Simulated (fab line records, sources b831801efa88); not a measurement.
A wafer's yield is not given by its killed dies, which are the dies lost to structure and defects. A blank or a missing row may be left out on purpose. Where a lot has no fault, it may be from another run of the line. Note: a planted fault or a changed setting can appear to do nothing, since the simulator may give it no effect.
fab line records -- flow gf180mcu
record: lots: 14, wafers: 42, lastDay: 34
route steps=602 shown V2@396 M3@410
lots that met no fault: taken from a fault-free run of the same line
startH: the number of hours between the record's first day and the start of the first shown wafer of the lot -- waitH: hours from the lot's prior step to this one -- " repeats the value in the row above -- L1.1+2: several wafers, shown together as one row -- - no value, or no start given -- * or withheld: withheld -- < > ~ a bound
route shown NAME@n: a module of which the file shows steps, and the number in the route of the first -- usual: average and standard deviation across the fault-free wafers -- same: alike in all rows -- chamber/n: place in a boat -- sites: readings site by site -- _std_site: the values' standard deviation -- _edge_site: inner sites' mean taken away from outer sites' mean -- radiusMm: for every site, how far away it sits from the centre of the wafer -- mask NAME#n: copy n -- behind: the last tool/chamber to shape the wafer -- hold: why the lot went on hold/how many hours it stayed there/how the hold came to an end -- device: whichever transistor did not switch (one of n, p or np) -- end of line: the tests these same wafers got at the end of their route -- for a step that has no rows: nothing shown but its recipe -- killed: count of dies lost to structure and defects at first sort (not the wafer's yield) -- map: a wafer's dies, x killed, . not, _ none there
set.NAME: setting as actually run; set.NAME@STEP: the setting as run at that earlier step -- model.NAME: the simulator's own value behind a step, which no gauge read
route steps across a sampled set of lots; one table per step, one row per wafer
services: from which hour (startH, from the record's first day; less than 0 if before it) a tool's chamber was out of use, for how many hours, and why
== steps ==
step: GF_V2_CD_MEAS_14
recipe: targetCdNm: 260
usual: cdNm: 259.7/1.2
lot.wafer,tool,chamber,startH,waitH,cdNm
L846.3,cdSem-01,-,464.35,0.1,262.2
L846.5,cdSem-01,-,464.35,0.1,261.2
L846.6,cdSem-01,-,464.35,0.1,260.3
L850.2,cdSem-01,-,509.00,0.1,259.7
L850.3,cdSem-01,-,509.00,0.1,260.2
L850.4,cdSem-01,-,509.00,0.1,260.7
L852.1,cdSem-02,-,531.38,0.1,256.8
L852.4,cdSem-02,-,531.38,0.1,257.8
L852.5,cdSem-02,-,531.38,0.1,257.9
L853.1,cdSem-02,-,537.08,0.1,260.0
L853.2,cdSem-02,-,537.08,0.1,259.5
L853.4,cdSem-02,-,537.08,0.1,258.1
L854.1,cdSem-01,-,537.43,0.1,258.5
L854.2,cdSem-01,-,537.43,0.1,258.4
L854.3,cdSem-01,-,537.43,0.1,259.0
L857.1,cdSem-01,-,570.68,0.1,259.4
L857.3,cdSem-01,-,570.68,0.1,259.8
L857.4,cdSem-01,-,570.68,0.1,258.8
L859.1,cdSem-01,-,582.88,0.1,261.5
L859.5,cdSem-01,-,582.88,0.1,261.4
L859.6,cdSem-01,-,582.88,0.1,261.3
L860.1,cdSem-02,-,587.23,0.1,260.2
L860.2,cdSem-02,-,587.23,0.1,259.5
L860.3,cdSem-02,-,587.23,0.1,261.6
L861.1,cdSem-02,-,592.11,0.1,259.0
L861.2,cdSem-02,-,592.11,0.1,258.0
L861.6,cdSem-02,-,592.11,0.1,257.7
L864.1,cdSem-02,-,615.16,0.1,260.1
L864.3,cdSem-02,-,615.16,0.1,259.5
L864.6,cdSem-02,-,615.16,0.1,259.6
L865.3,cdSem-01,-,625.05,0.1,260.5
L865.5,cdSem-01,-,625.05,0.1,259.7
L865.6,cdSem-01,-,625.05,0.1,260.4
L866.1,cdSem-02,-,630.16,0.1,258.9
L866.2,cdSem-02,-,630.16,0.1,258.8
L866.5,cdSem-02,-,630.16,0.1,259.3
L868.1,cdSem-01,-,654.83,0.1,259.4
L868.2,cdSem-01,-,654.83,0.1,259.9
L868.5,cdSem-01,-,654.83,0.1,260.0
L869.1,cdSem-01,-,655.52,0.1,259.3
L869.2,cdSem-01,-,655.52,0.1,258.6
L869.4,cdSem-01,-,655.52,0.1,259.0
step: GF_V2_OVL_MEAS_15
usual: V2_OVL: 3/4.5
lot.wafer,tool,chamber,startH,waitH,V2_OVL[nm]
L846.3,overlay-02,-,464.44,0.1,4
L846.5,overlay-02,-,464.44,0.1,-1
L846.6,overlay-02,-,464.44,0.1,8
L850.2,overlay-01,-,509.11,0.1,4
L850.3,overlay-01,-,509.11,0.1,-8
L850.4,overlay-01,-,509.11,0.1,2
L852.1,overlay-01,-,531.50,0.1,5
L852.4,overlay-01,-,531.50,0.1,4
L852.5,overlay-01,-,531.50,0.1,-1
L853.1,overlay-02,-,537.20,0.1,4
L853.2,overlay-02,-,537.20,0.1,2
L853.4,overlay-02,-,537.20,0.1,1
L854.1,overlay-02,-,537.55,0.1,9
L854.2,overlay-02,-,537.55,0.1,-5
L854.3,overlay-02,-,537.55,0.1,-4
L857.1,overlay-01,-,570.80,0.1,2
L857.3,overlay-01,-,570.80,0.1,-3
L857.4,overlay-01,-,570.80,0.1,4
L859.1,overlay-01,-,583.00,0.1,-3
L859.5,overlay-01,-,583.00,0.1,0
L859.6,overlay-01,-,583.00,0.1,9
L860.1,overlay-02,-,587.35,0.1,4
L860.2,overlay-02,-,587.35,0.1,-5
L860.3,overlay-02,-,587.35,0.1,-1
L861.1,overlay-01,-,592.23,0.1,5
L861.2,overlay-01,-,592.23,0.1,4
L861.6,overlay-01,-,592.23,0.1,0
L864.1,overlay-01,-,615.28,0.1,3
L864.3,overlay-01,-,615.28,0.1,-2
L864.6,overlay-01,-,615.28,0.1,1
L865.3,overlay-02,-,625.14,0.1,5
L865.5,overlay-02,-,625.14,0.1,9
L865.6,overlay-02,-,625.14,0.1,9
L866.1,overlay-02,-,630.28,0.1,4
L866.2,overlay-02,-,630.28,0.1,-4
L866.5,overlay-02,-,630.28,0.1,-1
L868.1,overlay-02,-,654.95,0.1,5
L868.2,overlay-02,-,654.95,0.1,4
L868.5,overlay-02,-,654.95,0.1,1
L869.1,overlay-01,-,655.64,0.1,4
L869.2,overlay-01,-,655.64,0.1,5
L869.4,overlay-01,-,655.64,0.1,-3
step: GF_M3_SPUTTER_01
recipe: material: TiN, targetThkNm: 30, powerW: 6500, timeS: 25, chamberPressurePa: 0.4
usual: cathodeDcPowerW: 6500.0/1.1, chamberPressurePa: 0.4000/0.00085, throttleValvePct: 30.2/1.1
lot.wafer,tool,chamber,startH,waitH,cathodeDcPowerW,chamberPressurePa,throttleValvePct
L846.3,pvdSputter-03,-,466.36,0.1,6501.5,0.3989,30.3
L846.5,pvdSputter-03,-,466.36,0.1,6501.5,0.4010,29.2
L846.6,pvdSputter-03,-,466.36,0.1,6498.5,0.3999,30.3
L850.2,pvdSputter-04,-,510.95,0.1,6498.7,0.3984,32.4
L850.3,pvdSputter-04,-,510.95,0.1,6500.0,0.4000,29.6
L850.4,pvdSputter-04,-,510.95,0.1,6499.6,0.4003,27.7
L852.1,pvdSputter-03,-,532.99,0.1,6500.2,0.3984,29.6
L852.4,pvdSputter-03,-,532.99,0.1,6498.4,0.3988,30.1
L852.5,pvdSputter-03,-,532.99,0.1,6497.8,0.3999,30.9
L853.1,pvdSputter-03,-,538.80,0.1,6500.8,0.4001,29.7
L853.2,pvdSputter-03,-,538.80,0.1,6501.0,0.4013,30.0
L853.4,pvdSputter-03,-,538.80,0.1,6499.2,0.4008,31.0
L854.1,pvdSputter-04,-,540.00,0.1,6498.9,0.4011,32.2
L854.2,pvdSputter-04,-,540.00,0.1,6498.8,0.4005,32.5
L854.3,pvdSputter-04,-,540.00,0.1,6500.3,0.3992,27.7
L857.1,pvdSputter-03,-,572.30,0.1,6500.1,0.4002,30.0
L857.3,pvdSputter-03,-,572.30,0.1,6499.8,0.4010,29.6
L857.4,pvdSputter-03,-,572.30,0.1,6503.1,0.4002,31.3
L859.1,pvdSputter-01,-,584.49,0.1,6500.1,0.3995,30.6
L859.5,pvdSputter-01,-,584.49,0.1,6498.7,0.4022,30.0
L859.6,pvdSputter-01,-,584.49,0.1,6499.6,0.4017,30.0
L860.1,pvdSputter-01,-,588.84,0.1,-,-,-
L860.2,pvdSputter-01,-,588.84,0.1,-,-,-
L860.3,pvdSputter-01,-,588.84,0.1,-,-,-
L861.1,pvdSputter-01,-,593.72,0.1,-,-,-
L861.2,pvdSputter-01,-,593.72,0.1,-,-,-
L861.6,pvdSputter-01,-,593.72,0.1,-,-,-
L864.1,pvdSputter-01,-,616.77,0.1,6500.8,0.4017,31.1
L864.3,pvdSputter-01,-,616.77,0.1,6500.4,0.4010,30.1
L864.6,pvdSputter-01,-,616.77,0.1,6500.5,0.3990,30.5
L865.3,pvdSputter-01,-,626.69,0.1,6501.2,0.4018,30.6
L865.5,pvdSputter-01,-,626.69,0.1,6499.4,0.3979,30.1
L865.6,pvdSputter-01,-,626.69,0.1,6499.7,0.3998,30.4
L866.1,pvdSputter-01,-,631.77,0.1,6498.4,0.4002,30.1
L866.2,pvdSputter-01,-,631.77,0.1,6499.0,0.4006,30.3
L866.5,pvdSputter-01,-,631.77,0.1,6500.4,0.3996,30.5
L868.1,pvdSputter-03,-,656.44,0.1,6499.9,0.4005,29.5
L868.2,pvdSputter-03,-,656.44,0.1,6499.5,0.3991,29.5
L868.5,pvdSputter-03,-,656.44,0.1,6501.3,0.4012,30.0
L869.1,pvdSputter-04,-,657.13,0.1,6501.0,0.4019,27.9
L869.2,pvdSputter-04,-,657.13,0.1,6501.2,0.4004,31.9
L869.4,pvdSputter-04,-,657.13,0.1,6500.4,0.4007,29.5
step: GF_M3_METAL_ETCH_16
recipe: chemistry: Cl2/BCl3, maskMaterial: KrF, targetDepthNm: 627.5, stopOn: SiO2, pressureMtorr: 8, icpW: 800, biasW: 140, Cl2_flow_sccm: 80, bcl3FlowSccm: 40, timeS: 104.6
usual: drypumpMotorCurrentA: 5.7/0.48, oesProductAu: 0.971/0.006, throttleValvePct: 28.250/0.01
lot.wafer,tool,chamber,startH,waitH,drypumpMotorCurrentA,oesProductAu,rfHoursCounterH,throttleValvePct
L846.3,rieMetal-04,0,490.92,0.1,6.2,0.967,-,28.247
L846.5,rieMetal-04,1,490.92,0.1,5.8,0.980,-,28.242
L846.6,rieMetal-04,0,490.92,0.1,6.2,0.969,-,28.243
L850.2,rieMetal-04,0,534.19,0.0,6.2,0.986,10,28.238
L850.3,rieMetal-04,1,534.19,0.0,5.8,0.972,-,28.249
L850.4,rieMetal-04,0,534.19,0.0,6.2,0.978,-,28.251
L852.1,rieMetal-03,1,555.70,0.0,5.5,0.960,11,28.238
L852.4,rieMetal-03,0,555.70,0.0,5.0,0.964,-,28.252
L852.5,rieMetal-03,1,555.70,0.0,5.5,0.974,-,28.253
L853.1,rieMetal-03,0,560.67,0.0,5.0,0.971,8,28.233
L853.2,rieMetal-03,1,560.67,0.0,5.5,0.969,11,28.257
L853.4,rieMetal-03,0,560.67,0.0,5.0,0.972,-,28.254
L854.1,rieMetal-03,1,562.48,0.0,5.5,0.976,11,28.245
L854.2,rieMetal-03,0,562.48,0.0,5.0,0.975,8,28.262
L854.3,rieMetal-03,1,562.48,0.0,5.5,0.968,-,28.258
L857.1,rieMetal-02,0,593.69,0.0,6.0,0.969,3,28.245
L857.3,rieMetal-02,1,593.69,0.0,6.3,0.979,-,28.251
L857.4,rieMetal-02,0,593.69,0.0,6.0,0.972,-,28.236
L859.1,rieMetal-02,1,606.42,0.0,6.4,0.966,4,28.247
L859.5,rieMetal-02,1,606.42,0.0,6.4,0.976,-,28.247
L859.6,rieMetal-02,0,606.42,0.0,6.0,0.974,-,28.244
L860.1,rieMetal-04,0,610.52,0.0,6.2,0.947,12,28.273
L860.2,rieMetal-04,1,610.52,0.0,5.8,0.942,2,28.295
L860.3,rieMetal-04,1,610.52,0.0,5.8,0.942,-,28.278
L861.1,rieMetal-04,1,615.03,0.0,5.8,0.946,2,28.285
L861.2,rieMetal-04,0,615.03,0.0,6.2,0.937,12,28.295
L861.6,rieMetal-04,0,615.03,0.0,6.2,0.942,-,28.301
L864.1,rieMetal-03,1,637.72,0.0,5.5,0.964,1,28.247
L864.3,rieMetal-03,0,637.72,0.0,5.0,0.971,-,28.270
L864.6,rieMetal-03,1,637.72,0.0,5.5,0.974,-,28.250
L865.3,rieMetal-04,0,647.42,0.1,6.1,0.973,-,28.250
L865.5,rieMetal-04,0,647.42,0.1,6.2,0.978,-,28.247
L865.6,rieMetal-04,1,647.42,0.1,5.8,0.973,-,28.250
L866.1,rieMetal-02,1,652.24,0.0,6.3,0.965,5,28.249
L866.2,rieMetal-02,0,652.24,0.0,6.0,0.974,4,28.230
L866.5,rieMetal-02,0,652.24,0.0,6.0,0.972,-,28.265
L868.1,rieMetal-03,1,676.13,0.0,5.5,0.972,2,28.255
L868.2,rieMetal-03,0,676.13,0.0,5.0,0.968,12,28.246
L868.5,rieMetal-03,1,676.13,0.0,5.5,0.976,-,28.245
L869.1,rieMetal-02,0,676.74,0.0,6.0,0.968,5,28.246
L869.2,rieMetal-02,1,676.74,0.0,6.4,0.961,6,28.257
L869.4,rieMetal-02,0,676.74,0.0,6.0,0.954,-,28.252
== services ==
tool,chamber,startH,hours,kind
pvdSputter-03,-,455.78,3.9,repair
pvdSputter-03,0,484.85,-,consumableReplace:kit
pvdSputter-03,0,484.85,18.0,scheduledDown
pvdSputter-03,0,484.85,18.0,ventCycle
pvdSputter-01,2,486.55,-,consumableReplace:kit
pvdSputter-01,2,486.55,18.0,scheduledDown
pvdSputter-01,2,486.55,18.0,ventCycle
rieMetal-04,-,490.99,10.0,pm
pvdSputter-03,-,494.54,2.9,repair
rieMetal-04,-,503.55,0.1,repair
rieMetal-04,1,513.88,-,clean
rieMetal-04,1,513.88,19.1,scheduledDown
rieMetal-04,1,513.88,19.1,ventCycle
rieMetal-02,1,531.91,3.2,repair
pvdSputter-03,-,534.30,2.5,repair
rieMetal-02,0,537.32,8.8,repair
pvdSputter-01,-,547.60,4.8,repair
rieMetal-03,1,595.01,-,clean
rieMetal-03,1,595.01,19.3,scheduledDown
rieMetal-03,1,595.01,19.3,ventCycle
rieMetal-04,0,629.44,-,clean
rieMetal-04,0,629.44,15.9,scheduledDown
rieMetal-04,0,629.44,15.9,ventCycle
pvdSputter-04,-,655.33,0.7,repair
== key ==
firstSign: step: GF_M3_SPUTTER_01, reading: toolRecord, direction: missing
effect: step: GF_M3_METAL_ETCH_16, reading: oesProductAu, direction: down, sigmas: 4.8, usual: 0.971, struck: 0.943
metAt GF_M3_SPUTTER_01
struckLots L860,L861
laterRowsLeftOut L860.1,L860.2,L860.3,L861.1,L861.2,L861.6
sortLeftOut L860.1,L860.2,L860.3,L861.1,L861.2,L861.6
notActingAt GF_V2_CD_MEAS_14,GF_V2_OVL_MEAS_15
onsetBetween 584.49 588.84
fault: kind: skippedStepWhole, tool: pvdSputter-01, chamber: -, onsetH: 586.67, steps: GF_M3_SPUTTER_01, scope: struckLotsOnly
sortLeftOut: the simulated sort isn't trusted on such a fault, so these wafers' sort isn't shown, and their yield isn't known
laterRowsLeftOut: the simulator's readings of these wafers behind a module that went badly wrong aren't trusted and aren't shown, but for the sort
